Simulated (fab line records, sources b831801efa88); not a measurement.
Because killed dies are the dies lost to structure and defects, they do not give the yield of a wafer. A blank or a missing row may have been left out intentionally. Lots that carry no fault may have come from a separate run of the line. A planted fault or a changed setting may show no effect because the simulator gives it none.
fab line records + flow gf180mcu
record:
- lots: 13
- wafers: 39
- lastDay: 34
route steps=602 shown STI@1 MVPSD@87 V2@404 V3@454
lots that met no fault: from a run of the same line without faults
startH: start of the lot's first displayed wafer, in hours after the record's first day + waitH: how many hours have passed since the lot's step before this one + " identical to the entry in the row above + L1.1+2: one row covering several wafers at once + - no value, or no start given + * or withheld: withheld + < > ~ a bound
route shown NAME@n: NAME is a module with steps in the file, n the number in the route of the first one + usual: the fault-free wafers' mean and standard deviation + same: alike in all rows + chamber/n: place in a boat + sites: each site's reading + _std_site: the standard deviation of these + _edge_site: outer sites' mean less inner sites' + radiusMm: for every site, how far away it sits from the centre of the wafer + mask NAME#n: copy n + behind: tool/chamber where the wafer was last shaped + hold: reason for holding the lot/hours on hold/outcome of the hold + device: the transistor (n, p or np) that didn't switch + end of line: the tests these same wafers got at the end of their route + for a step that has no rows: nothing shown but its recipe + killed: dies that structure and defects cost at the first sort, which is not the same as the wafer's yield + map: a wafer's dies, marking killed ones x, the rest . and places with no die _
set.NAME: setting as actually run; set.NAME@STEP: the setting as run at that earlier step + model.NAME: the simulator's own value behind a step, which no gauge read
a sample of lots followed through the steps of the route, with each step as a table and each wafer as a row
services: the hour from which a tool's chamber was out of use, counted from the record's first day as startH (under 0 if before that day), plus the number of hours and why
== steps ==
step: GF_STI_BOW_MEAS_00
recipe:
- mode: bow
usual:
- INCOMING_BOW: 1/6.7
| lot.wafer | tool         | chamber | startH | waitH | INCOMING_BOW[um] |
|-----------|--------------|---------|--------|-------|------------------|
| L686.1    | filmMetro-04 | -       | 10.00  | -     | 5                |
| L686.2    | "            | -       | "      | "     | 8                |
| L686.5    | "            | -       | "      | "     | 4                |
| L688.3    | filmMetro-04 | -       | 20.04  | -     | 10               |
| L688.4    | "            | -       | "      | "     | 6                |
| L688.5    | "            | -       | "      | "     | -3               |
| L690.2    | filmMetro-03 | -       | 30.02  | -     | 6                |
| L690.3    | "            | -       | "      | "     | -9               |
| L690.6    | "            | -       | "      | "     | -6               |
| L692.1    | filmMetro-03 | -       | 40.00  | -     | 6                |
| L692.2    | "            | -       | "      | "     | 6                |
| L692.5    | "            | -       | "      | "     | 5                |
| L693.1    | filmMetro-04 | -       | 45.00  | -     | -6               |
| L693.3    | "            | -       | "      | "     | 0                |
| L693.5    | "            | -       | "      | "     | 2                |
| L694.1    | filmMetro-02 | -       | 50.00  | -     | 4                |
| L694.3    | "            | -       | "      | "     | 5                |
| L694.5    | "            | -       | "      | "     | 7                |
| L698.1    | filmMetro-02 | -       | 70.00  | -     | 3                |
| L698.2    | "            | -       | "      | "     | 6                |
| L698.6    | "            | -       | "      | "     | -17              |
| L700.2    | filmMetro-02 | -       | 80.02  | -     | -3               |
| L700.4    | "            | -       | "      | "     | -1               |
| L700.5    | "            | -       | "      | "     | -9               |
| L701.4    | filmMetro-04 | -       | 85.06  | -     | -8               |
| L701.5    | "            | -       | "      | "     | -11              |
| L701.6    | "            | -       | "      | "     | -9               |
| L702.2    | filmMetro-04 | -       | 90.02  | -     | -2               |
| L702.5    | "            | -       | "      | "     | -10              |
| L702.6    | "            | -       | "      | "     | 7                |
| L703.1    | filmMetro-02 | -       | 95.00  | -     | 12               |
| L703.2    | "            | -       | "      | "     | 4                |
| L703.4    | "            | -       | "      | "     | 1                |
| L705.2    | filmMetro-02 | -       | 105.02 | -     | -3               |
| L705.3    | "            | -       | "      | "     | -1               |
| L705.4    | "            | -       | "      | "     | 1                |
| L706.2    | filmMetro-04 | -       | 110.02 | -     | 3                |
| L706.4    | "            | -       | "      | "     | -7               |
| L706.5    | "            | -       | "      | "     | -4               |
step: GF_MVPSD_IMPLANT_09
recipe:
- species: B
- energyKev: 40
- doseCm2: 5e+12
- tiltDeg: 0
usual:
- beamOnS: 9.97/0.21
- faradayCurrentUA: 28.3/0.58
- tiltDeg: 0.002/0.021
| lot.wafer | tool         | chamber | startH | waitH | beamOnS | faradayCurrentUA | tiltDeg |
|-----------|--------------|---------|--------|-------|---------|------------------|---------|
| L686.1    | implanter-02 | 0       | 95.24  | 0.1   | 10.06   | 28.0             | -0.007  |
| L686.2    | "            | 0       | "      | "     | 10.00   | 28.0             | 0.038   |
| L686.5    | "            | 0       | "      | "     | 9.87    | 28.5             | 0.021   |
| L688.3    | implanter-04 | 0       | 108.68 | 0.1   | 9.89    | 28.5             | 0.016   |
| L688.4    | "            | 0       | "      | "     | 9.67    | 29.0             | 0.041   |
| L688.5    | "            | 0       | "      | "     | 10.05   | 28.0             | -0.006  |
| L690.2    | implanter-04 | 0       | 120.86 | 0.1   | 10.01   | 28.1             | -0.021  |
| L690.3    | "            | 0       | "      | "     | 10.22   | 27.6             | -0.001  |
| L690.6    | "            | 0       | "      | "     | 9.64    | 29.4             | -0.041  |
| L692.1    | implanter-02 | 0       | 131.88 | 0.1   | 9.95    | 28.3             | 0.006   |
| L692.2    | "            | 0       | "      | "     | 10.12   | 27.9             | -0.012  |
| L692.5    | "            | 0       | "      | "     | 9.91    | 28.4             | 0.033   |
| L693.1    | implanter-02 | 0       | 138.29 | 0.1   | 9.78    | 28.7             | 0.006   |
| L693.3    | "            | 0       | "      | "     | 10.05   | 28.0             | -0.003  |
| L693.5    | "            | 0       | "      | "     | 10.04   | 28.1             | -0.009  |
| L694.1    | implanter-02 | 0       | 142.98 | 0.1   | 9.86    | 28.6             | -0.014  |
| L694.3    | "            | 0       | "      | "     | 9.62    | 29.1             | 0.033   |
| L694.5    | "            | 0       | "      | "     | 9.82    | 28.7             | -0.001  |
| L698.1    | implanter-02 | 0       | 168.83 | 0.1   | 7.96    | 35.5             | 0.008   |
| L698.2    | "            | 0       | "      | "     | 8.31    | 34.0             | 0.026   |
| L698.6    | "            | 0       | "      | "     | 8.11    | 34.5             | 0.025   |
| L700.2    | implanter-02 | 0       | 182.45 | 0.1   | 8.11    | 34.8             | -0.001  |
| L700.4    | "            | 0       | "      | "     | 8.39    | 33.7             | -0.010  |
| L700.5    | "            | 0       | "      | "     | 8.22    | 34.4             | -0.008  |
| L701.4    | implanter-02 | 0       | 188.61 | 0.1   | 8.15    | 34.6             | -0.038  |
| L701.5    | "            | 0       | "      | "     | 7.94    | 35.4             | -0.024  |
| L701.6    | "            | 0       | "      | "     | 8.56    | 32.7             | -0.023  |
| L702.2    | implanter-03 | 0       | 193.66 | 0.1   | 9.83    | 28.5             | 0.027   |
| L702.5    | "            | 0       | "      | "     | 9.82    | 28.6             | -0.028  |
| L702.6    | "            | 0       | "      | "     | 9.56    | 29.5             | 0.006   |
| L703.1    | implanter-03 | 0       | 197.43 | 0.1   | 9.98    | 28.3             | -0.026  |
| L703.2    | "            | 0       | "      | "     | 10.02   | 28.1             | 0.010   |
| L703.4    | "            | 0       | "      | "     | 10.10   | 27.8             | -0.030  |
| L705.2    | implanter-03 | 0       | 212.56 | 0.1   | 9.92    | 28.5             | -0.005  |
| L705.3    | "            | 0       | "      | "     | 10.45   | 27.1             | -0.017  |
| L705.4    | "            | 0       | "      | "     | 10.17   | 27.7             | -0.026  |
| L706.2    | implanter-04 | 0       | 216.86 | 0.1   | 9.95    | 28.3             | -0.010  |
| L706.4    | "            | 0       | "      | "     | 9.71    | 29.0             | 0.033   |
| L706.5    | "            | 0       | "      | "     | 9.79    | 28.7             | 0.006   |
step: GF_VT_IMPLANT_RS_MEAS_49
recipe:
- thkMeasGauge: four-point-probe
usual:
- MVPSD_RS: 1169.9/2.9
| lot.wafer | tool         | chamber | startH | waitH | MVPSD_RS[ohm/sq] |
|-----------|--------------|---------|--------|-------|------------------|
| L686.1    | filmMetro-04 | -       | 155.71 | 0.1   | 1165.4           |
| L686.2    | "            | -       | "      | "     | 1164.9           |
| L686.5    | "            | -       | "      | "     | 1166.8           |
| L688.3    | filmMetro-04 | -       | 169.90 | 0.1   | 1169.2           |
| L688.4    | "            | -       | "      | "     | 1165.9           |
| L688.5    | "            | -       | "      | "     | 1169.4           |
| L690.2    | filmMetro-02 | -       | 184.32 | 0.1   | 1169.2           |
| L690.3    | "            | -       | "      | "     | 1165.4           |
| L690.6    | "            | -       | "      | "     | 1166.0           |
| L692.1    | filmMetro-04 | -       | 198.05 | 0.1   | 1170.3           |
| L692.2    | "            | -       | "      | "     | 1167.9           |
| L692.5    | "            | -       | "      | "     | 1166.5           |
| L693.1    | filmMetro-04 | -       | 205.40 | 0.1   | 1170.8           |
| L693.3    | "            | -       | "      | "     | 1167.2           |
| L693.5    | "            | -       | "      | "     | 1165.5           |
| L694.1    | filmMetro-02 | -       | 210.11 | 0.1   | 1169.6           |
| L694.3    | "            | -       | "      | "     | 1173.4           |
| L694.5    | "            | -       | "      | "     | 1168.5           |
| L698.1    | filmMetro-04 | -       | 240.20 | 0.1   | 1208.4           |
| L698.2    | "            | -       | "      | "     | 1209.7           |
| L698.6    | "            | -       | "      | "     | 1206.9           |
| L700.2    | filmMetro-01 | -       | 255.02 | 0.1   | 1205.2           |
| L700.4    | "            | -       | "      | "     | 1202.8           |
| L700.5    | "            | -       | "      | "     | 1203.8           |
| L701.4    | filmMetro-02 | -       | 262.56 | 0.1   | 1207.5           |
| L701.5    | "            | -       | "      | "     | 1209.5           |
| L701.6    | "            | -       | "      | "     | 1208.5           |
| L702.2    | filmMetro-01 | -       | 269.02 | 0.1   | 1170.7           |
| L702.5    | "            | -       | "      | "     | 1174.5           |
| L702.6    | "            | -       | "      | "     | 1170.5           |
| L703.1    | filmMetro-02 | -       | 273.10 | 0.1   | 1171.5           |
| L703.2    | "            | -       | "      | "     | 1169.9           |
| L703.4    | "            | -       | "      | "     | 1168.6           |
| L705.2    | filmMetro-02 | -       | 289.77 | 0.1   | 1175.1           |
| L705.3    | "            | -       | "      | "     | 1173.1           |
| L705.4    | "            | -       | "      | "     | 1176.0           |
| L706.2    | filmMetro-04 | -       | 296.06 | 0.1   | 1169.2           |
| L706.4    | "            | -       | "      | "     | 1170.4           |
| L706.5    | "            | -       | "      | "     | 1168.9           |
step: GF_V2_SPUTTER_22
recipe:
- material: TiN
- targetThkNm: 10
- chamberPressurePa: 5
- powerW: 4000
- timeS: 40
usual:
- chamberPressurePa: 5.000/0.0095
- throttleValvePct: 29.8/0.86
| lot.wafer | tool          | chamber | startH | waitH | chamberPressurePa | throttleValvePct |
|-----------|---------------|---------|--------|-------|-------------------|------------------|
| L686.1    | pvdSputter-04 | -       | 466.02 | 0.0   | 5.002             | 29.4             |
| L686.2    | "             | -       | "      | "     | 5.015             | 30.0             |
| L686.5    | "             | -       | "      | "     | 4.993             | 30.3             |
| L688.3    | pvdSputter-01 | -       | 482.82 | 0.0   | 5.004             | 28.7             |
| L688.4    | "             | -       | "      | "     | 4.992             | 31.6             |
| L688.5    | "             | -       | "      | "     | 5.010             | 31.2             |
| L690.2    | pvdSputter-04 | -       | 504.12 | 0.0   | 4.989             | 29.2             |
| L690.3    | "             | -       | "      | "     | 4.985             | 30.6             |
| L690.6    | "             | -       | "      | "     | 5.003             | 30.3             |
| L692.1    | pvdSputter-01 | -       | 521.47 | 0.0   | 4.996             | 31.2             |
| L692.2    | "             | -       | "      | "     | 4.983             | 29.0             |
| L692.5    | "             | -       | "      | "     | 4.996             | 29.1             |
| L693.1    | pvdSputter-01 | -       | 533.45 | 0.0   | 4.993             | 29.0             |
| L693.3    | "             | -       | "      | "     | 5.009             | 28.8             |
| L693.5    | "             | -       | "      | "     | 4.988             | 29.1             |
| L694.1    | pvdSputter-01 | -       | 539.32 | 0.0   | 5.002             | 28.9             |
| L694.3    | "             | -       | "      | "     | 5.007             | 28.9             |
| L694.5    | "             | -       | "      | "     | 5.017             | 31.2             |
| L698.1    | pvdSputter-04 | -       | 576.13 | 0.0   | 5.005             | 29.0             |
| L698.2    | "             | -       | "      | "     | 5.002             | 29.5             |
| L698.6    | "             | -       | "      | "     | 5.019             | 29.9             |
| L700.2    | pvdSputter-02 | -       | 592.97 | 0.0   | 4.997             | 31.2             |
| L700.4    | "             | -       | "      | "     | 5.008             | 29.8             |
| L700.5    | "             | -       | "      | "     | 4.990             | 29.5             |
| L701.4    | pvdSputter-04 | -       | 596.67 | 0.0   | 4.993             | 29.3             |
| L701.5    | "             | -       | "      | "     | 5.012             | 29.1             |
| L701.6    | "             | -       | "      | "     | 4.991             | 30.4             |
| L702.2    | pvdSputter-02 | -       | 604.56 | 0.0   | 5.004             | 29.9             |
| L702.5    | "             | -       | "      | "     | 5.012             | 30.1             |
| L702.6    | "             | -       | "      | "     | 5.003             | 31.0             |
| L703.1    | pvdSputter-01 | -       | 612.99 | 0.0   | 5.012             | 31.3             |
| L703.2    | "             | -       | "      | "     | 5.005             | 29.1             |
| L703.4    | "             | -       | "      | "     | 5.001             | 29.4             |
| L705.2    | pvdSputter-04 | -       | 626.87 | 0.0   | 4.992             | 29.8             |
| L705.3    | "             | -       | "      | "     | 4.997             | 30.2             |
| L705.4    | "             | -       | "      | "     | 5.017             | 29.0             |
| L706.2    | pvdSputter-04 | -       | 632.42 | 0.0   | 4.992             | 29.1             |
| L706.4    | "             | -       | "      | "     | 5.012             | 29.5             |
| L706.5    | "             | -       | "      | "     | 5.005             | 30.4             |
step: GF_V3_THK_MEAS_25
recipe:
- thkMeasGauge: xrf
- reads: W_of_V3_CVD_23
usual:
- V3_W_THK: 344/4.8
| lot.wafer | tool         | chamber | startH | waitH | V3_W_THK[nm] |
|-----------|--------------|---------|--------|-------|--------------|
| L686.1    | filmMetro-04 | -       | 519.23 | 0.1   | 348          |
| L686.2    | "            | -       | "      | "     | 352          |
| L686.5    | "            | -       | "      | "     | 349          |
| L688.3    | filmMetro-03 | -       | 534.14 | 0.1   | 349          |
| L688.4    | "            | -       | "      | "     | 348          |
| L688.5    | "            | -       | "      | "     | 347          |
| L690.2    | filmMetro-04 | -       | 554.06 | 0.1   | 344          |
| L690.3    | "            | -       | "      | "     | 343          |
| L690.6    | "            | -       | "      | "     | 343          |
| L692.1    | filmMetro-03 | -       | 570.54 | 0.1   | 336          |
| L692.2    | "            | -       | "      | "     | 336          |
| L692.5    | "            | -       | "      | "     | 338          |
| L693.1    | filmMetro-04 | -       | 581.18 | 0.1   | 354          |
| L693.3    | "            | -       | "      | "     | 344          |
| L693.5    | "            | -       | "      | "     | 349          |
| L694.1    | filmMetro-02 | -       | 587.64 | 0.1   | 342          |
| L694.3    | "            | -       | "      | "     | 349          |
| L694.5    | "            | -       | "      | "     | 339          |
| L698.1    | filmMetro-03 | -       | 622.10 | 0.1   | 341          |
| L698.2    | "            | -       | "      | "     | 345          |
| L698.6    | "            | -       | "      | "     | 341          |
| L700.2    | filmMetro-04 | -       | 638.56 | 0.1   | 352          |
| L700.4    | "            | -       | "      | "     | 350          |
| L700.5    | "            | -       | "      | "     | 350          |
| L701.4    | filmMetro-03 | -       | 641.13 | 0.1   | 341          |
| L701.5    | "            | -       | "      | "     | 342          |
| L701.6    | "            | -       | "      | "     | 347          |
| L702.2    | filmMetro-03 | -       | 648.74 | 0.1   | 347          |
| L702.5    | "            | -       | "      | "     | 351          |
| L702.6    | "            | -       | "      | "     | 345          |
| L703.1    | filmMetro-02 | -       | 660.27 | 0.1   | 344          |
| L703.2    | "            | -       | "      | "     | 346          |
| L703.4    | "            | -       | "      | "     | 340          |
| L705.2    | filmMetro-03 | -       | 667.09 | 0.1   | 340          |
| L705.3    | "            | -       | "      | "     | 344          |
| L705.4    | "            | -       | "      | "     | 345          |
| L706.2    | filmMetro-03 | -       | 678.09 | 0.1   | 338          |
| L706.4    | "            | -       | "      | "     | 341          |
| L706.5    | "            | -       | "      | "     | 342          |
== services ==
| tool          | chamber | startH | hours | kind   |
|---------------|---------|--------|-------|--------|
| pvdSputter-04 | -       | 76.42  | 7.4   | repair |
| pvdSputter-04 | -       | 84.64  | 3.2   | repair |
| implanter-02  | -       | 159.34 | 2.1   | repair |
| implanter-03  | -       | 171.27 | 2.9   | pm     |
| implanter-02  | -       | 174.09 | 7.1   | repair |
| implanter-03  | -       | 179.49 | 10.4  | pm     |
| implanter-03  | -       | 213.17 | 1.1   | repair |
| implanter-02  | -       | 242.15 | 0.8   | repair |
| implanter-02  | -       | 325.13 | 3.7   | repair |
| implanter-03  | -       | 345.41 | 1.9   | repair |
| implanter-02  | -       | 350.07 | 3.3   | pm     |
| pvdSputter-04 | -       | 353.44 | 1.1   | repair |
| implanter-03  | -       | 364.15 | 6.1   | pm     |
| implanter-04  | -       | 378.77 | 1.1   | repair |
| implanter-03  | -       | 407.66 | 3.5   | repair |
| implanter-04  | -       | 410.74 | 5.0   | pm     |
| implanter-02  | -       | 418.32 | 4.6   | pm     |
| pvdSputter-01 | -       | 436.64 | 2.1   | repair |
| implanter-02  | -       | 466.87 | 1.3   | repair |
| pvdSputter-01 | -       | 546.88 | 3.5   | repair |
| implanter-02  | -       | 555.92 | 7.5   | repair |
| implanter-02  | -       | 592.89 | 2.2   | repair |
| implanter-02  | -       | 598.92 | 25.9  | pm     |
| pvdSputter-04 | -       | 603.36 | 3.3   | repair |
== key ==
firstSign:
- step: GF_MVPSD_IMPLANT_09
- reading: faradayCurrentUA
- direction: up
- sigmas: 11
- usual: 28.3
- struck: 34.4
effect:
- step: GF_MVPSD_IMPLANT_09
- reading: beamOnS
- direction: down
- sigmas: 8.5
- usual: 9.97
- struck: 8.19
effect:
- step: GF_VT_IMPLANT_RS_MEAS_49
- reading: MVPSD_RS
- direction: up
- sigmas: 13
- usual: 1169.9
- struck: 1206.9
metAt GF_MVPSD_IMPLANT_09
struckLots L698,L700,L701
testerLeftOut L698,L700,L701
notActingAt GF_STI_BOW_MEAS_00,GF_V2_SPUTTER_22,GF_V3_THK_MEAS_25
onsetBetween 142.98 168.83
fault:
- kind: processParameterDrift
- tool: implanter-02
- chamber: -
- onsetH: 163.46
- steps: GF_MVPSD_IMPLANT_09
- channel: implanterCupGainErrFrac
- offset: 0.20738
- shape: step
- endH: 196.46
testerLeftOut: of these lots the tester's yield and bins aren't shown, on N5 and GAA mostly nor the transistor test; their killed dies are dies lost to structure and defects alone, not to doping, threshold or leakage, so they don't give the yield
